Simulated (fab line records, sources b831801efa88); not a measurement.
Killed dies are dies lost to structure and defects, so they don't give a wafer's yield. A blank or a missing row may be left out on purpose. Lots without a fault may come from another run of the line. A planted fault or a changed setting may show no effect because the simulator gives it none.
Chamber matching | flow sky130 | SKY_VIA3_ETCH_14 on rie_diel-03: 4 sister chambers
The step etches BARC in N2/H2, stops on SiO2, time 45.9 s, target depth 60 nm. 4 wafers are shown with their chamber, then 11 later ones without.

WAFERS WITH THEIR CHAMBER
wafer  | chamber | drypump_motor_current_A (A)
L090.6 | 3       | 5.4
L091.1 | 0       | 5.6
L091.4 | 1       | 6.0
L093.3 | 2       | 6.7

WAFERS WITHOUT THEIR CHAMBER
wafer  | drypump_motor_current_A (A)
L093.4 | 5.6
L093.6 | 6.0
L097.1 | 6.7
L097.2 | 5.4
L097.3 | 6.0
L097.4 | 5.6
L097.5 | 6.7
L097.6 | 6.0
L096.1 | 6.6
L096.2 | 5.6
L096.3 | 6.1

WHICH CHAMBER EACH WENT THROUGH
wafer  | from the rows above | in truth
L093.4 | 0                   | 0
L093.6 | 1                   | 1
L097.1 | 2                   | 2
L097.2 | 3                   | 3
L097.3 | 1                   | 1
L097.4 | 0                   | 0
L097.5 | 2                   | 2
L097.6 | 1                   | 1
L096.1 | 2                   | 2
L096.2 | 0                   | 0
L096.3 | 1                   | 1
Placed correctly: 11 of 11. Can't be placed from these rows: 0. Placed wrongly: 0.
How it was worked out, from the rows above alone: a wafer's distance from a chamber is the root of the sum, over the readings, of the square of ((its reading less the chamber's mean) divided by the reading's scatter). The wafer belongs to the nearest chamber; if the next one is less than 2 further off, it can't be placed. A chamber's mean is the mean of its shown wafers. The scatter: with one shown wafer a chamber, the root of the mean of the squares of how far each hidden wafer lies from its nearest shown one.
